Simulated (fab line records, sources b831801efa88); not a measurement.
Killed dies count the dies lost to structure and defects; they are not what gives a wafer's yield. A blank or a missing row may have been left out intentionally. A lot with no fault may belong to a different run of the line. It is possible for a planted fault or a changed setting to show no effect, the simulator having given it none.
fab line records	flow gf180mcu	part 1 of 2: steps 1 to 30 of 43
record lots=5	wafers=15	last-day=33
route steps=602 shown STI@6 DNWELL@32 NWELL@42
lots that met no fault: from a run of the same line without faults
start-h: hours from the record's opening day to when the first of the lot's shown wafers began	wait-h: time in hours since the lot's previous step	" repeats the value in the row above	L1.1+2: a row that stands for several wafers	- no value present, or no start provided	* or withheld: withheld	< > ~ a bound
route shown NAME@n: a module of which the file shows steps, and the number in the route of the first	usual: the fault-free wafers' mean and standard deviation	same: alike in all rows	chamber/n: place in a boat	sites: each site's reading	_std_site: the standard deviation of these	_edge_site: inner sites' mean taken away from outer sites' mean	radius-mm: for every site, how far away it sits from the centre of the wafer	mask NAME#n: copy n	behind: tool/chamber where the wafer was last shaped	hold: reason for holding the lot/hours on hold/outcome of the hold	device: names the non-switching transistor (n, p or np)	end of line: the tests these same wafers got at the end of their route	a step without rows: its recipe alone	killed: count of dies lost to structure and defects at first sort (not the wafer's yield)	map: shows each die of a wafer: x if killed, . if not, _ if none is there
set.NAME: the setting the step ran with; set.NAME@STEP: the setting that earlier step ran with	model.NAME: the simulator's own value behind a step, which no gauge read
lots at some steps of the route; a table a step, a row a wafer
services: when a tool's chamber went out of use (start-h, in hours from the record's first day, below 0 if earlier), for how many hours, and the reason
## steps
# step GF_STI_DEHYDRATE_05
# recipe temp-c=200	time-s=60
lot.wafer	tool	chamber	start-h	wait-h
L082.3+4+5	litho-track-01	0	61.46	5.8
L084.2+3+4	litho-track-02	0	70.39	5.8
L091.2+5+6	litho-track-04	0	105.07	6.5
L092.2+3+6	litho-track-01	0	109.98	6.2
L094.3+5+6	litho-track-04	0	120.29	6.6
# step GF_STI_HMDS_06
# recipe prime-time-s=60	prime-temp-c=120
lot.wafer	tool	chamber	start-h	wait-h
L082.3+4+5	litho-track-01	0	61.61	0.1
L084.2+3+4	litho-track-02	0	70.54	0.1
L091.2+5+6	litho-track-04	0	105.22	0.1
L092.2+3+6	litho-track-01	0	110.13	0.1
L094.3+5+6	litho-track-04	0	120.44	0.1
# step GF_STI_COAT_07
# recipe resist=KrF	spin-rpm=withheld	resist-thk-nm=700
lot.wafer	tool	chamber	start-h	wait-h
L082.3+4+5	litho-track-01	0	61.76	0.1
L084.2+3+4	litho-track-02	0	70.69	0.1
L091.2+5+6	litho-track-04	0	105.37	0.1
L092.2+3+6	litho-track-01	0	110.28	0.1
L094.3+5+6	litho-track-04	0	120.59	0.1
# step GF_STI_SOFTBAKE_08
# recipe temp-c=130	time-s=60	resist=KrF
lot.wafer	tool	chamber	start-h	wait-h
L082.3+4+5	litho-track-01	0	61.91	0.1
L084.2+3+4	litho-track-02	0	70.84	0.1
L091.2+5+6	litho-track-04	0	105.52	0.1
L092.2+3+6	litho-track-01	0	110.43	0.1
L094.3+5+6	litho-track-04	0	120.74	0.1
# step GF_STI_EXPOSE_09
# recipe mask-id=COMP	target-cd-nm=220	na=0.68	source-shape=conventional	sigma-outer=0.6	dose-mj=28
# usual focus-offset-nm=-0.1/0.58	stage-vel-mm-s=499.97/0.27
lot.wafer	tool	chamber	start-h	wait-h	mask	focus-offset-nm	stage-vel-mm-s
L082.3	krf-scanner-02	0	-	-	COMP#0	-0.9	499.67
L082.4	"	0	"	"	COMP#0	-0.5	499.88
L082.5	"	0	"	"	COMP#0	-0.3	499.81
L084.2	krf-scanner-02	0	-	-	COMP#0	-0.6	499.76
L084.3	"	0	"	"	COMP#0	-0.3	499.80
L084.4	"	0	"	"	COMP#0	-0.3	499.60
L091.2	krf-scanner-02	0	-	-	COMP#0	0.6	499.37
L091.5	"	0	"	"	COMP#0	0.7	499.99
L091.6	"	0	"	"	COMP#0	-0.1	499.75
L092.2	krf-scanner-01	0	-	-	COMP#0	-0.3	500.04
L092.3	"	0	"	"	COMP#0	0.4	500.23
L092.6	"	0	"	"	COMP#0	-0.2	499.72
L094.3	krf-scanner-02	0	-	-	COMP#0	0.4	499.39
L094.5	"	0	"	"	COMP#0	0.6	499.64
L094.6	"	0	"	"	COMP#0	0.2	499.60
# step GF_STI_PEB_10
# recipe peb-temp-c=135	peb-time-s=90	resist=KrF
lot.wafer	tool	chamber	start-h	wait-h
L082.3+4+5	litho-track-02	0	-	-
L084.2+3+4	litho-track-02	0	-	-
L091.2+5+6	litho-track-04	0	-	-
L092.2+3+6	litho-track-04	0	-	-
L094.3+5+6	litho-track-02	0	-	-
# step GF_STI_DEVELOP_11
# recipe develop-time-s=60	dev-temp-c=21
lot.wafer	tool	chamber	start-h	wait-h
L082.3+4+5	litho-track-02	0	68.67	0.1
L084.2+3+4	litho-track-02	0	77.19	0.2
L091.2+5+6	litho-track-04	0	112.07	0.2
L092.2+3+6	litho-track-04	0	117.72	0.2
L094.3+5+6	litho-track-02	0	127.42	0.1
# step GF_STI_CD_MEAS_12
# recipe target-cd-nm=220
# usual cd-nm=219.5/1.4
lot.wafer	tool	chamber	start-h	wait-h	cd-nm
L082.3	cd-sem-01	-	68.81	0.1	217.2
L082.4	"	-	"	"	218.6
L082.5	"	-	"	"	218.0
L084.2	cd-sem-01	-	77.34	0.1	222.3
L084.3	"	-	"	"	220.9
L084.4	"	-	"	"	220.1
L091.2	cd-sem-01	-	112.21	0.1	218.7
L091.5	"	-	"	"	217.7
L091.6	"	-	"	"	219.9
L092.2	cd-sem-01	-	117.86	0.1	218.2
L092.3	"	-	"	"	216.9
L092.6	"	-	"	"	218.3
L094.3	cd-sem-01	-	127.56	0.1	217.8
L094.5	"	-	"	"	218.3
L094.6	"	-	"	"	217.6
# step GF_STI_ETCH_13
# recipe chemistry=CHF3/O2	stop-on=Si	over-etch-frac=0.3	target-depth-a=2823.1	source-w=600	bias-w=200	pressure-mtorr=40	chf3-flow-sccm=50	O2_flow_sccm=5	time-s=112.9
# usual bias-w=199.9/0.57	drypump-motor-current-A=5.7/0.57	oes-product-au=0.832/0.0069	throttle-valve-pct=8.810/0.0091
lot.wafer	tool	chamber	start-h	wait-h	bias-w	drypump-motor-current-A	oes-product-au	rf-hours-counter-h	throttle-valve-pct
L082.3	rie-diel-01	2	68.89	0.1	201.0	6.5	0.825	127	8.819
L082.4	"	1	"	"	200.4	5.0	0.833	101	8.818
L082.5	"	2	"	"	200.6	6.5	0.825	-	8.815
L084.2	rie-diel-02	2	77.44	0.1	199.6	6.6	0.824	71	8.808
L084.3	"	3	"	"	200.1	5.3	0.826	28	8.814
L084.4	"	1	"	"	200.5	5.7	0.829	141	8.808
L091.2	rie-diel-02	2	112.31	0.1	200.9	6.6	0.826	72	8.805
L091.5	"	1	"	"	201.4	5.7	0.829	-	8.793
L091.6	"	2	"	"	200.0	6.6	0.832	-	8.815
L092.2	rie-diel-01	0	117.96	0.1	200.6	5.6	0.857	0	8.803
L092.3	"	1	"	"	200.2	5.0	0.845	103	8.805
L092.6	"	0	"	"	199.7	5.6	0.849	-	8.793
L094.3	rie-diel-01	3	127.64	0.1	200.6	5.9	0.845	96	8.805
L094.5	"	3	"	"	200.5	5.9	0.832	-	8.815
L094.6	"	0	"	"	199.6	5.7	0.831	-	8.828
# step GF_STI_ETCH_14
# recipe target=Si	chemistry=HBr/Cl2/O2	target-depth-nm=360	icp-w=600	bias-w=150	pressure-mtorr=15	HBr_flow_sccm=150	Cl2_flow_sccm=40	O2_flow_sccm=6	time-s=102.9
# usual bias-w=150.0/0.49	drypump-motor-current-A=5.81/0.2	oes-product-au=0.998/0.0094	throttle-valve-pct=25.657/0.011
lot.wafer	tool	chamber	start-h	wait-h	bias-w	drypump-motor-current-A	oes-product-au	rf-hours-counter-h	throttle-valve-pct
L082.3	rie-si-01	3	68.97	0.0	149.6	6.06	0.995	13	25.670
L082.4	"	0	"	"	150.6	5.85	0.998	79	25.671
L082.5	"	3	"	"	149.4	6.08	0.984	-	25.646
L084.2	rie-si-02	3	77.52	0.0	149.7	5.55	0.996	117	25.640
L084.3	"	0	"	"	150.9	5.83	0.989	41	25.665
L084.4	"	2	"	"	150.1	5.73	1.001	68	25.657
L091.2	rie-si-02	0	112.39	0.0	149.6	5.81	0.992	41	25.660
L091.5	"	0	"	"	150.0	5.82	0.994	-	25.677
L091.6	"	1	"	"	150.3	5.45	1.003	-	25.647
L092.2	rie-si-01	2	118.04	0.0	149.6	6.09	1.010	31	25.657
L092.3	"	0	"	"	150.2	5.87	0.987	79	25.641
L092.6	"	0	"	"	149.6	5.88	0.982	-	25.677
L094.3	rie-si-02	3	127.72	0.0	149.2	5.55	1.020	118	25.643
L094.5	"	0	"	"	151.0	5.83	0.992	-	25.668
L094.6	"	3	"	"	149.1	5.56	1.018	-	25.642
# step GF_STI_STRIP_15
# recipe chemistry=O2/N2	power-w=1400	pressure-mtorr=1500	platen-temp-c=250	o2-flow-sccm=3000	n2-flow-sccm=300	overash-fraction=0.5
# usual drypump-motor-current-A=5.7/0.38	heater-power-w=320/37	oes-product-au=0.384/0.0046	strip-time-to-endpoint-s=3.73/0.044
lot.wafer	tool	chamber	start-h	wait-h	drypump-motor-current-A	heater-power-w	oes-product-au	rf-hours-counter-h	strip-time-to-endpoint-s
L082.3	plasma-asher-02	0	69.07	0.1	6.2	332	0.390	-	3.78
L082.4	"	1	"	"	5.5	291	0.380	-	3.81
L082.5	"	1	"	"	5.5	287	0.384	-	3.75
L084.2	plasma-asher-02	0	77.59	0.0	6.2	346	0.384	42	3.69
L084.3	"	1	"	"	5.5	283	0.391	-	3.81
L084.4	"	0	"	"	6.3	354	0.390	-	3.76
L091.2	plasma-asher-01	0	112.55	0.1	5.2	307	0.382	46	3.67
L091.5	"	0	"	"	5.3	293	0.380	-	3.78
L091.6	"	1	"	"	5.5	303	0.382	-	3.70
L092.2	plasma-asher-01	0	118.12	0.0	5.3	302	0.380	47	3.72
L092.3	"	0	"	"	5.3	303	0.381	-	3.69
L092.6	"	0	"	"	5.3	302	0.385	-	3.80
L094.3	plasma-asher-04	1	127.82	0.1	6.3	284	0.383	-	3.75
L094.5	"	0	"	"	5.8	385	0.390	-	3.80
L094.6	"	1	"	"	6.2	294	0.380	-	3.74
# step GF_STI_CLEAN_16
# recipe chemistry=dHF	time-s=25	dilution=100:1
lot.wafer	tool	chamber	start-h	wait-h
L082.3+4+5	wet-bench-01	0	69.14	0.0
L084.2+3+4	wet-bench-02	3	77.69	0.1
L091.2+5+6	wet-bench-02	1	112.65	0.1
L092.2+3+6	wet-bench-04	1	118.22	0.1
L094.3+5+6	wet-bench-01	3	127.89	0.0
# step GF_STI_WET_ETCH_17
# recipe chemistry=H3PO4	target-depth-nm=45	temp-c=160	target=Si3N4	time-s=514
# usual bath-guard-temp-C=160.0/0.54
lot.wafer	tool	chamber	start-h	wait-h	bath-guard-temp-C
L082.3	wet-bench-04	3	69.16	0.0	158.6
L082.4	"	3	"	"	158.9
L082.5	"	3	"	"	159.2
L084.2	wet-bench-02	0	77.71	0.0	159.3
L084.3	"	0	"	"	159.4
L084.4	"	0	"	"	159.3
L091.2	wet-bench-01	2	112.66	0.0	160.2
L091.5	"	2	"	"	160.2
L091.6	"	2	"	"	160.0
L092.2	wet-bench-02	3	118.23	0.0	160.2
L092.3	"	3	"	"	160.4
L092.6	"	3	"	"	160.5
L094.3	wet-bench-04	2	127.91	0.0	160.5
L094.5	"	2	"	"	160.6
L094.6	"	2	"	"	160.6
# step GF_STI_CLEAN_18
# recipe chemistry=SC1/SC2	mix=1:4:20	temp-c=70	time-s=150
# usual bath-guard-temp-C=70.1/0.49
lot.wafer	tool	chamber	start-h	wait-h	bath-guard-temp-C
L082.3	wet-bench-02	3	69.31	0.0	70.3
L082.4	"	3	"	"	70.8
L082.5	"	3	"	"	70.7
L084.2	wet-bench-04	2	77.86	0.0	70.8
L084.3	"	2	"	"	70.6
L084.4	"	2	"	"	70.5
L091.2	wet-bench-04	1	112.83	0.0	70.1
L091.5	"	1	"	"	70.1
L091.6	"	1	"	"	70.1
L092.2	wet-bench-04	1	118.38	0.0	70.5
L092.3	"	1	"	"	69.9
L092.6	"	1	"	"	70.4
L094.3	wet-bench-02	0	128.06	0.0	69.8
L094.5	"	0	"	"	69.0
L094.6	"	0	"	"	69.3
# step GF_STI_CLEAN_19
# recipe chemistry=dHF	time-s=20	dilution=100:1
lot.wafer	tool	chamber	start-h	wait-h
L082.3+4+5	wet-bench-01	0	69.36	0.0
L084.2+3+4	wet-bench-02	3	77.91	0.0
L091.2+5+6	wet-bench-02	2	112.88	0.0
L092.2+3+6	wet-bench-01	2	118.43	0.0
L094.3+5+6	wet-bench-01	3	128.11	0.0
# step GF_STI_WET_ETCH_20
# recipe chemistry=dHF	dilution=100:1	target-depth-nm=20	temp-c=25	dry=ipa-marangoni	target=SiO2	time-s=400
lot.wafer	tool	chamber	start-h	wait-h
L082.3+4+5	wet-bench-04	1	69.37	0.0
L084.2+3+4	wet-bench-04	2	77.92	0.0
L091.2+5+6	wet-bench-01	3	112.90	0.0
L092.2+3+6	wet-bench-02	2	118.45	0.0
L094.3+5+6	wet-bench-04	2	128.12	0.0
# step GF_STI_OXIDATION_21
# recipe temp-c=1000	ambient=O2	stabilise-s=600	purge-s=300	target-thk-a=150	ox-time-s=458
# usual zone-power-upper-pct=26.9/2.1
lot.wafer	tool	chamber	start-h	wait-h	zone-power-upper-pct
L082.3	furnace-02	0	69.49	0.0	28.9
L082.4	"	0	"	"	29.0
L082.5	"	0	"	"	28.5
L084.2	furnace-02	0	78.04	0.0	28.5
L084.3	"	0	"	"	28.6
L084.4	"	0	"	"	28.1
L091.2	furnace-02	0	113.03	0.0	29.4
L091.5	"	0	"	"	28.5
L091.6	"	0	"	"	28.1
L092.2	furnace-02	0	118.57	0.0	28.2
L092.3	"	0	"	"	29.0
L092.6	"	0	"	"	28.1
L094.3	furnace-02	0	128.82	0.6	28.9
L094.5	"	0	"	"	28.6
L094.6	"	0	"	"	28.5
# step GF_STI_THK_MEAS_22
# recipe reads=SiO2_of_STI_OXIDATION_21
# usual STI_OXIDATION_01_THK=15.1/0.31
lot.wafer	tool	chamber	start-h	wait-h	STI_OXIDATION_01_THK[nm]
L082.3	film-metro-04	-	70.64	0.0	15.7
L082.4	"	-	"	"	15.7
L082.5	"	-	"	"	15.5
L084.2	film-metro-04	-	79.18	0.0	15.1
L084.3	"	-	"	"	15.5
L084.4	"	-	"	"	15.4
L091.2	film-metro-02	-	114.16	0.0	15.3
L091.5	"	-	"	"	15.5
L091.6	"	-	"	"	15.7
L092.2	film-metro-02	-	119.70	0.0	15.2
L092.3	"	-	"	"	15.4
L092.6	"	-	"	"	15.4
L094.3	film-metro-03	-	129.97	0.0	15.4
L094.5	"	-	"	"	15.2
L094.6	"	-	"	"	15.2
# step GF_STI_CVD_23
# recipe material=SiO2	target-thk-nm=650	sigma-open-frac=0.3	time-s=108.3	temp-c=600	sih4-flow-sccm=60	pressure-mtorr=6
lot.wafer	tool	chamber	start-h	wait-h
L082.3+4+5	hdpcvd-01	0,1,2	70.68	0.0
L084.2+3+4	hdpcvd-02	1,0,1	79.23	0.0
L091.2+5+6	hdpcvd-02	0,1,0	114.21	0.0
L092.2+3+6	hdpcvd-02	2,0,2	119.75	0.0
L094.3+5+6	hdpcvd-01	0,1,0	130.01	0.0
# step GF_STI_THK_MEAS_24
# recipe reads=SiO2_of_STI_CVD_23
# usual STI_CVD_23_THK=648/6.9
lot.wafer	tool	chamber	start-h	wait-h	STI_CVD_23_THK[nm]
L082.3	film-metro-02	-	70.78	0.1	656
L082.4	"	-	"	"	652
L082.5	"	-	"	"	649
L084.2	film-metro-03	-	79.35	0.1	658
L084.3	"	-	"	"	654
L084.4	"	-	"	"	648
L091.2	film-metro-04	-	114.30	0.0	652
L091.5	"	-	"	"	655
L091.6	"	-	"	"	655
L092.2	film-metro-03	-	119.84	0.0	645
L092.3	"	-	"	"	650
L092.6	"	-	"	"	633
L094.3	film-metro-03	-	130.10	0.1	645
L094.5	"	-	"	"	650
L094.6	"	-	"	"	646
# step GF_STI_CMP_25
# recipe stop-on=Si3N4	t-overpolish-s=33	down-force-psi=4	platen-rpm=60	target-thk-nm=524.6	pad-velocity-m-s=0.94248
# usual edge-zone-pressure-frac=1.000/0.0051	motor-current-A=11.8/0.97	overpolish-run-s=33.000/0.0087	time-to-endpoint-s=121/3.4
lot.wafer	tool	chamber	start-h	wait-h	edge-zone-pressure-frac	motor-current-A	overpolish-run-s	time-to-endpoint-s
L082.3	cmp-02	0	70.82	0.0	0.996	11.7	33.009	122
L082.4	"	3	"	"	0.995	11.0	32.997	119
L082.5	"	1	"	"	0.992	11.8	33.004	118
L084.2	cmp-01	2	79.45	0.1	0.993	12.4	33.001	118
L084.4	"	3	"	"	0.995	10.9	33.012	121
L084.3	"	0	"	"	1.004	10.9	33.004	118
L091.2	cmp-02	0	114.40	0.1	1.002	11.5	33.010	122
L091.6	"	3	"	"	1.006	10.5	33.014	121
L091.5	"	0	"	"	0.996	12.5	32.990	120
L092.3	cmp-01	3	119.89	0.0	0.995	11.2	33.000	126
L092.2	"	0	"	"	0.997	11.4	32.993	120
L092.6	"	3	"	"	1.000	10.9	33.012	125
L094.3	cmp-01	1	130.14	0.0	1.000	11.8	32.992	126
L094.6	"	1	"	"	0.994	12.0	32.989	129
L094.5	"	2	"	"	0.997	12.6	33.002	122
# step GF_STI_WET_ETCH_26
# recipe chemistry=dHF	target-depth-nm=94	target=SiO2	temp-c=25	dilution=10:1	time-s=188
lot.wafer	tool	chamber	start-h	wait-h
L082.3+4+5	wet-bench-01	0	71.12	0.2
L084.2+3+4	wet-bench-04	2	79.70	0.2
L091.2+5+6	wet-bench-02	2	114.65	0.2
L092.2+3+6	wet-bench-02	2	120.19	0.2
L094.3+5+6	wet-bench-01	0	130.44	0.2
# step GF_STI_WET_ETCH_27
# recipe chemistry=H3PO4	target-depth-nm=160	target=Si3N4	temp-c=160	time-s=1825
# usual bath-guard-temp-C=160.1/0.38
lot.wafer	tool	chamber	start-h	wait-h	bath-guard-temp-C
L082.3	wet-bench-02	3	71.18	0.0	160.4
L082.4	"	3	"	"	160.2
L082.5	"	3	"	"	160.3
L084.2	wet-bench-01	1	79.76	0.0	160.0
L084.3	"	1	"	"	160.2
L084.4	"	1	"	"	160.0
L091.2	wet-bench-01	2	114.72	0.0	160.1
L091.5	"	2	"	"	160.1
L091.6	"	2	"	"	160.3
L092.2	wet-bench-04	1	120.25	0.0	160.3
L092.3	"	1	"	"	160.1
L092.6	"	1	"	"	159.9
L094.3	wet-bench-02	1	130.50	0.0	160.3
L094.5	"	1	"	"	160.1
L094.6	"	1	"	"	160.2
# step GF_STI_WET_ETCH_28
# recipe chemistry=dHF	target-depth-nm=20	dry=ipa-marangoni	target=SiO2	temp-c=25	dilution=10:1	time-s=40
lot.wafer	tool	chamber	start-h	wait-h
L082.3+4+5	wet-bench-01	0	71.70	0.0
L084.2+3+4	wet-bench-02	1	80.38	0.0
L091.2+5+6	wet-bench-04	0	115.23	0.0
L092.2+3+6	wet-bench-02	2	120.77	0.0
L094.3+5+6	wet-bench-04	3	131.02	0.0
# step GF_STI_OXIDATION_29
# recipe temp-c=900	ambient=O2	stabilise-s=600	purge-s=300	target-thk-a=100	ox-time-s=1418
# usual zone-power-upper-pct=20.6/1.7
lot.wafer	tool	chamber	start-h	wait-h	zone-power-upper-pct
L082.3	furnace-01	0	72.76	1.0	18.9
L082.4	"	0	"	"	19.1
L082.5	"	0	"	"	19.4
L084.2	furnace-02	0	81.51	1.1	22.5
L084.3	"	0	"	"	22.5
L084.4	"	0	"	"	22.3
L091.2	furnace-02	0	115.25	0.0	22.9
L091.5	"	0	"	"	22.7
L091.6	"	0	"	"	22.6
L092.2	furnace-02	0	121.25	0.5	22.8
L092.3	"	0	"	"	22.6
L092.6	"	0	"	"	22.5
L094.3	furnace-01	0	131.51	0.5	19.4
L094.5	"	0	"	"	19.2
L094.6	"	0	"	"	19.3
# step GF_STI_THK_MEAS_30
# recipe reads=SiO2_of_STI_OXIDATION_29
# usual STI_OXIDATION_02_THK=10.12/0.22
lot.wafer	tool	chamber	start-h	wait-h	STI_OXIDATION_02_THK[nm]
L082.3	film-metro-03	-	74.18	0.0	10.13
L082.4	"	-	"	"	10.06
L082.5	"	-	"	"	10.28
L084.2	film-metro-03	-	82.92	0.0	10.34
L084.3	"	-	"	"	10.30
L084.4	"	-	"	"	10.35
L091.2	film-metro-02	-	116.66	0.0	10.17
L091.5	"	-	"	"	10.25
L091.6	"	-	"	"	10.28
L092.2	film-metro-03	-	122.65	0.0	10.32
L092.3	"	-	"	"	10.43
L092.6	"	-	"	"	10.36
L094.3	film-metro-04	-	132.93	0.0	10.18
L094.5	"	-	"	"	10.23
L094.6	"	-	"	"	10.15
# step GF_DNWELL_DEHYDRATE_00
# recipe temp-c=200	time-s=60
lot.wafer	tool	chamber	start-h	wait-h
L082.3+4+5	litho-track-01	0	80.36	6.2
L084.2+3+4	litho-track-03	0	89.00	6.1
L091.2+5+6	litho-track-03	0	123.50	6.8
L092.2+3+6	litho-track-03	0	129.10	6.4
L094.3+5+6	litho-track-03	0	139.88	6.9
# step GF_DNWELL_HMDS_01
# recipe prime-time-s=60	prime-temp-c=120
lot.wafer	tool	chamber	start-h	wait-h
L082.3+4+5	litho-track-01	0	80.51	0.1
L084.2+3+4	litho-track-03	0	89.15	0.1
L091.2+5+6	litho-track-03	0	123.65	0.1
L092.2+3+6	litho-track-03	0	129.25	0.1
L094.3+5+6	litho-track-03	0	140.03	0.1
# step GF_DNWELL_COAT_02
# recipe spin-rpm=2000	resist-thk-nm=3000
lot.wafer	tool	chamber	start-h	wait-h
L082.3+4+5	litho-track-01	0	80.66	0.1
L084.2+3+4	litho-track-03	0	89.30	0.1
L091.2+5+6	litho-track-03	0	123.80	0.1
L092.2+3+6	litho-track-03	0	129.40	0.1
L094.3+5+6	litho-track-03	0	140.18	0.1
# step GF_DNWELL_SOFTBAKE_03
# recipe temp-c=110	time-s=withheld
lot.wafer	tool	chamber	start-h	wait-h
L082.3+4+5	litho-track-01	0	80.82	0.1
L084.2+3+4	litho-track-03	0	89.46	0.1
L091.2+5+6	litho-track-03	0	123.96	0.1
L092.2+3+6	litho-track-03	0	129.56	0.1
L094.3+5+6	litho-track-03	0	140.34	0.1
